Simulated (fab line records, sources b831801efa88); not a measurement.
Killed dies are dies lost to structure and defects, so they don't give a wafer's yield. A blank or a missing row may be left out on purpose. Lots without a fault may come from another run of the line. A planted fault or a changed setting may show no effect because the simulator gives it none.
Which tool did it? | flow sky130 | 24 lots, 72 wafers sampled, at 6 steps of a route of 708

WHAT THE GAUGES READ, wafer by wafer
SKY_METAL2_CD_MEAS_15: target cd 140 nm.
lot  | measured     | on        | cd_nm (nm)
L074 | day 35 04:26 | cd_sem-02 | 136.9 138.2 138.6
L075 | day 35 06:19 | cd_sem-02 | 136.3 137.5 136.5
L076 | day 35 22:20 | cd_sem-01 | 140.4 141.5 141.0
L077 | day 36 02:29 | cd_sem-01 | 140.5 139.1 141.2
L078 | day 36 12:03 | cd_sem-01 | 139.7 139.0 139.7
L079 | day 36 13:57 | cd_sem-01 | 138.2 139.6 140.8
L080 | day 37 05:23 | cd_sem-01 | 137.7 136.8 138.7
L081 | day 37 12:48 | cd_sem-01 | 141.1 140.2 140.3
L082 | day 37 17:23 | cd_sem-01 | 138.4 139.6 138.6
L083 | day 38 00:47 | cd_sem-01 | 138.9 141.4 139.8
L084 | day 38 07:38 | cd_sem-02 | 138.0 139.3 137.8
L085 | day 38 12:51 | cd_sem-02 | 138.7 139.7 138.8
L086 | day 39 02:19 | cd_sem-02 | 139.8 140.6 139.7
L087 | day 39 14:31 | cd_sem-02 | 139.3 139.7 139.0
L089 | day 39 21:47 | cd_sem-02 | 140.8 140.8 142.7
L088 | day 39 22:27 | cd_sem-02 | 137.9 137.8 138.1
L090 | day 40 03:41 | cd_sem-02 | 141.0 139.8 140.1
L091 | day 40 13:17 | cd_sem-01 | 140.4 140.8 141.5
L092 | day 40 22:18 | cd_sem-02 | 139.1 139.0 138.4
L093 | day 41 02:07 | cd_sem-02 | 139.5 138.2 139.1
L094 | day 41 09:02 | cd_sem-02 | 139.1 138.5 139.5
L095 | day 41 16:14 | cd_sem-02 | 138.9 136.7 138.3
L096 | day 41 23:33 | cd_sem-01 | 140.2 138.6 140.0
L097 | day 42 09:08 | cd_sem-02 | 141.9 140.3 139.1

SKY_METAL2_OVL_MEAS_16.
lot  | measured     | on         | METAL2_OVL (nm)
L074 | day 35 04:33 | overlay-01 | 10 12 7
L075 | day 35 06:25 | overlay-01 | 3 -7 1
L076 | day 35 22:26 | overlay-01 | 6 -2 -1
L077 | day 36 02:36 | overlay-02 | 3 -3 -3
L078 | day 36 12:10 | overlay-01 | 9 1 9
L079 | day 36 14:04 | overlay-01 | 2 9 13
L080 | day 37 05:30 | overlay-01 | 4 8 9
L081 | day 37 12:55 | overlay-01 | -3 -3 -3
L082 | day 37 17:30 | overlay-01 | 4 6 11
L083 | day 38 00:55 | overlay-02 | -8 4 -4
L084 | day 38 07:46 | overlay-02 | 3 2 11
L085 | day 38 12:58 | overlay-01 | -4 -1 5
L086 | day 39 02:26 | overlay-02 | 4 -3 3
L087 | day 39 14:38 | overlay-01 | 2 0 -3
L089 | day 39 21:55 | overlay-02 | -4 -5 0
L088 | day 39 22:34 | overlay-02 | 6 3 -3
L090 | day 40 03:49 | overlay-01 | 0 0 -2
L091 | day 40 13:24 | overlay-02 | -10 1 -3
L092 | day 40 22:25 | overlay-01 | 7 11 9
L093 | day 41 02:13 | overlay-02 | 4 -4 5
L094 | day 41 09:09 | overlay-02 | 3 3 -3
L095 | day 41 16:19 | overlay-02 | 5 0 1
L096 | day 41 23:40 | overlay-01 | -6 -1 -5
L097 | day 42 09:15 | overlay-02 | 0 -6 4

SKY_VIA4_RS_MEAS_19: measures by four-point-probe.
lot  | measured     | on            | VIA4_W_RS (ohm/sq)
L074 | day 42 21:10 | film_metro-02 | 0.224 0.226 0.229
L075 | day 42 22:53 | film_metro-01 | 0.223 0.227 0.222
L076 | day 43 13:39 | film_metro-02 | 0.228 0.223 0.225
L077 | day 43 16:11 | film_metro-01 | 0.217 0.221 0.221
L078 | day 44 00:55 | film_metro-01 | 0.228 0.224 0.222
L079 | day 44 01:20 | film_metro-01 | 0.228 0.231 0.230
L080 | day 44 15:55 | film_metro-02 | 0.220 0.224 0.226
L081 | day 44 22:44 | film_metro-01 | 0.217 0.225 0.225
L082 | day 45 02:43 | film_metro-01 | 0.226 0.227 0.226
L083 | day 45 09:00 | film_metro-04 | 0.224 0.218 0.224
L084 | day 45 15:07 | film_metro-01 | 0.223 0.231 0.223
L085 | day 45 17:56 | film_metro-01 | 0.227 0.229 0.230
L086 | day 46 06:29 | film_metro-02 | 0.226 0.229 0.233
L087 | day 46 18:56 | film_metro-04 | 0.229 0.231 0.225
L089 | day 46 22:48 | film_metro-04 | 0.226 0.231 0.226
L088 | day 46 23:20 | film_metro-02 | 0.221 0.230 0.221
L090 | day 47 02:01 | film_metro-01 | 0.219 0.219 0.226
L091 | day 47 11:10 | film_metro-04 | 0.228 0.224 0.226
L092 | day 47 19:22 | film_metro-04 | 0.218 0.225 0.223
L093 | day 47 20:49 | film_metro-04 | 0.222 0.217 0.224
L094 | day 48 02:48 | film_metro-02 | 0.230 0.226 0.227
L095 | day 48 09:53 | film_metro-02 | 0.232 0.227 0.232
L096 | day 48 16:07 | film_metro-04 | 0.228 0.227 0.230
L097 | day 48 22:23 | film_metro-01 | 0.232 0.232 0.230

WHICH TOOL RAN EACH LOT (tool, then ch and the chambers of the sampled wafers, then the start)
lot  | SKY_METAL2_SPUTTER_04        | SKY_CAPM_STRIP_14                    | SKY_METAL4_SPUTTER_01
L074 | pvd_sputter-02, day 34 01:30 | plasma_asher-04 ch 0,1, day 37 11:46 | pvd_sputter-01, day 39 18:09
L075 | pvd_sputter-02, day 34 03:37 | plasma_asher-04 ch 0,1, day 37 14:09 | pvd_sputter-03, day 39 19:23
L076 | pvd_sputter-04, day 34 20:19 | plasma_asher-03 ch 0,1, day 38 05:23 | pvd_sputter-01, day 40 12:43
L077 | pvd_sputter-04, day 35 00:32 | plasma_asher-04 ch 0,1, day 38 09:21 | pvd_sputter-01, day 40 15:10
L078 | pvd_sputter-03, day 35 10:05 | plasma_asher-03 ch 0,1, day 38 19:17 | pvd_sputter-03, day 40 23:40
L079 | pvd_sputter-04, day 35 12:22 | plasma_asher-02 ch 0,1, day 38 20:42 | pvd_sputter-02, day 41 00:55
L080 | pvd_sputter-03, day 36 03:13 | plasma_asher-04 ch 0,1, day 39 11:32 | pvd_sputter-02, day 41 16:16
L081 | pvd_sputter-03, day 36 10:39 | plasma_asher-03 ch 0,1, day 39 18:52 | pvd_sputter-01, day 41 22:41
L082 | pvd_sputter-02, day 36 15:06 | plasma_asher-03 ch 0,1, day 39 23:15 | pvd_sputter-03, day 42 02:22
L083 | pvd_sputter-04, day 36 22:56 | plasma_asher-03 ch 0,1, day 40 06:12 | pvd_sputter-01, day 42 10:29
L084 | pvd_sputter-04, day 37 06:04 | plasma_asher-04 ch 0,1, day 40 12:07 | pvd_sputter-02, day 42 14:43
L085 | pvd_sputter-03, day 37 11:13 | plasma_asher-02 ch 0,1, day 40 17:33 | pvd_sputter-03, day 42 20:26
L086 | pvd_sputter-04, day 38 00:38 | plasma_asher-02 ch 1, day 41 06:46   | pvd_sputter-03, day 43 10:13
L087 | pvd_sputter-02, day 38 13:42 | plasma_asher-02 ch 0,1, day 41 18:55 | pvd_sputter-01, day 43 21:26
L089 | pvd_sputter-04, day 38 21:08 | plasma_asher-04 ch 0,1, day 42 00:58 | pvd_sputter-01, day 44 03:22
L088 | pvd_sputter-02, day 38 21:22 | plasma_asher-02 ch 0,1, day 42 01:12 | pvd_sputter-03, day 44 03:51
L090 | pvd_sputter-02, day 39 02:44 | plasma_asher-04 ch 0,1, day 42 05:45 | pvd_sputter-02, day 44 07:18
L091 | pvd_sputter-03, day 39 12:14 | plasma_asher-02 ch 0,1, day 42 15:39 | pvd_sputter-02, day 44 17:47
L092 | pvd_sputter-04, day 39 21:28 | plasma_asher-02 ch 0, day 43 01:09   | pvd_sputter-03, day 45 02:19
L093 | pvd_sputter-02, day 40 01:51 | plasma_asher-03 ch 0,1, day 43 04:25 | pvd_sputter-02, day 45 04:55
L094 | pvd_sputter-04, day 40 08:32 | plasma_asher-03 ch 0,1, day 43 10:49 | pvd_sputter-03, day 45 10:52
L095 | pvd_sputter-02, day 40 16:06 | plasma_asher-02 ch 0,1, day 43 18:10 | pvd_sputter-01, day 45 17:53
L096 | pvd_sputter-02, day 40 23:26 | plasma_asher-04 ch 0,1, day 44 00:56 | pvd_sputter-02, day 46 00:26
L097 | pvd_sputter-03, day 41 09:34 | plasma_asher-04 ch 0,1, day 44 10:07 | pvd_sputter-01, day 46 08:26
- SKY_METAL2_SPUTTER_04: material TiN, target thk 70 nm, time 58.3 s.
- SKY_CAPM_STRIP_14: strips in O2/N2.
- SKY_METAL4_SPUTTER_01: material TiN, target thk 20 nm, time 16.7 s.

WHAT THE TOOLS THEMSELVES READ (means of the sampled wafers that have a number; where no wafer has one, the mark that the record gives instead)
SKY_METAL2_SPUTTER_04.
lot  | tool           | chamber_pressure_pa (Pa) | throttle_valve_pct (%)
L074 | pvd_sputter-02 | 0.4004                   | 31.1
L075 | pvd_sputter-02 | 0.3999                   | 29.1
L076 | pvd_sputter-04 | 0.4003                   | 29.8
L077 | pvd_sputter-04 | 0.4005                   | 30.0
L078 | pvd_sputter-03 | 0.4004                   | 29.8
L079 | pvd_sputter-04 | 0.3999                   | 29.4
L080 | pvd_sputter-03 | 0.4001                   | 29.8
L081 | pvd_sputter-03 | 0.4003                   | 29.7
L082 | pvd_sputter-02 | 0.4002                   | 28.0
L083 | pvd_sputter-04 | 0.4004                   | 30.4
L084 | pvd_sputter-04 | 0.3993                   | 30.2
L085 | pvd_sputter-03 | 0.3994                   | 29.5
L086 | pvd_sputter-04 | 0.4000                   | 30.9
L087 | pvd_sputter-02 | 0.3992                   | 29.1
L089 | pvd_sputter-04 | 0.4015                   | 30.8
L088 | pvd_sputter-02 | 0.4008                   | 28.7
L090 | pvd_sputter-02 | 0.4004                   | 28.6
L091 | pvd_sputter-03 | 0.3993                   | 29.5
L092 | pvd_sputter-04 | 0.3995                   | 29.9
L093 | pvd_sputter-02 | 0.4008                   | 29.4
L094 | pvd_sputter-04 | 0.4004                   | 30.8
L095 | pvd_sputter-02 | 0.4002                   | 29.4
L096 | pvd_sputter-02 | 0.4015                   | 28.5
L097 | pvd_sputter-03 | 0.3997                   | 29.6

SKY_CAPM_STRIP_14.
lot  | tool            | drypump_motor_current_A (A) | oes_product_au (a.u.) | strip_time_to_endpoint_s (s)
L074 | plasma_asher-04 | 5.1                         | 0.711                 | 12.67
L075 | plasma_asher-04 | 5.1                         | 0.709                 | 12.63
L076 | plasma_asher-03 | 6.1                         | 0.708                 | 12.61
L077 | plasma_asher-04 | 5.2                         | 0.713                 | 12.67
L078 | plasma_asher-03 | 6.1                         | 0.711                 | 12.71
L079 | plasma_asher-02 | 6.0                         | 0.709                 | 12.67
L080 | plasma_asher-04 | 5.1                         | 0.707                 | 12.63
L081 | plasma_asher-03 | 6.3                         | 0.706                 | 12.57
L082 | plasma_asher-03 | 6.1                         | 0.713                 | 12.65
L083 | plasma_asher-03 | 6.1                         | 0.710                 | 12.66
L084 | plasma_asher-04 | 5.1                         | 0.709                 | 12.64
L085 | plasma_asher-02 | 5.9                         | 0.714                 | 12.61
L086 | plasma_asher-02 | 6.0                         | 0.714                 | 12.65
L087 | plasma_asher-02 | 6.0                         | 0.707                 | 12.67
L089 | plasma_asher-04 | 5.2                         | 0.709                 | 12.68
L088 | plasma_asher-02 | 6.0                         | 0.710                 | 12.63
L090 | plasma_asher-04 | 5.2                         | 0.706                 | 12.66
L091 | plasma_asher-02 | 6.0                         | 0.709                 | 12.61
L092 | plasma_asher-02 | 6.0                         | 0.710                 | 12.69
L093 | plasma_asher-03 | 6.3                         | 0.711                 | 12.60
L094 | plasma_asher-03 | 6.3                         | 0.713                 | 12.70
L095 | plasma_asher-02 | 6.0                         | 0.714                 | 12.61
L096 | plasma_asher-04 | 5.2                         | 0.712                 | 12.65
L097 | plasma_asher-04 | 5.1                         | 0.709                 | 12.58

SKY_METAL4_SPUTTER_01.
lot  | tool           | chamber_pressure_pa (Pa) | throttle_valve_pct (%)
L074 | pvd_sputter-01 | 0.3992                   | 30.5
L075 | pvd_sputter-03 | 0.4000                   | 29.7
L076 | pvd_sputter-01 | 0.3992                   | 29.8
L077 | pvd_sputter-01 | 0.3995                   | 29.2
L078 | pvd_sputter-03 | 0.4002                   | 29.7
L079 | pvd_sputter-02 | 0.3996                   | 29.2
L080 | pvd_sputter-02 | 0.4008                   | 29.2
L081 | pvd_sputter-01 | 0.4005                   | 30.5
L082 | pvd_sputter-03 | 0.3995                   | 29.8
L083 | pvd_sputter-01 | 0.4001                   | 29.3
L084 | pvd_sputter-02 | 0.3997                   | 29.7
L085 | pvd_sputter-03 | 0.3998                   | 29.7
L086 | pvd_sputter-03 | 0.3993                   | 29.6
L087 | pvd_sputter-01 | 0.3999                   | 30.6
L089 | pvd_sputter-01 | 0.3990                   | 30.5
L088 | pvd_sputter-03 | 0.3999                   | 29.8
L090 | pvd_sputter-02 | 0.3999                   | 28.6
L091 | pvd_sputter-02 | 0.3994                   | 29.3
L092 | pvd_sputter-03 | 0.3994                   | 29.7
L093 | pvd_sputter-02 | 0.3997                   | 30.3
L094 | pvd_sputter-03 | 0.4002                   | 29.7
L095 | pvd_sputter-01 | 0.4005                   | 29.3
L096 | pvd_sputter-02 | 0.3995                   | 30.4
L097 | pvd_sputter-01 | 0.3995                   | 29.5

THE ANSWER, worked out from the rows above alone
Rule: what is usual is taken from the lots themselves. Put in order of their means at a reading, lots are off if they are a third of the lots or fewer, leave a main group of 4 or more, and stand apart from it by a gap of 3 or more times the standard deviation of the main group's means; of several such gaps the widest counts. A main group whose means are all the same, to the digits that the tables above print for the reading, isn't used. A lot without any number at a reading at which 4 lots or more have one is off too. The other lots that the step has rows for count as sound. The gauges are gone through in route order, then the tools' own readings, and for those a lot's mean is taken as printed above. The first step at which some lot is off is used, and at that step the reading that is off furthest; a lot without a number counts as furthest.
No lot is off at any reading shown: from this, nothing can be told.

WHAT THE SIMULATOR HAD PUT IN
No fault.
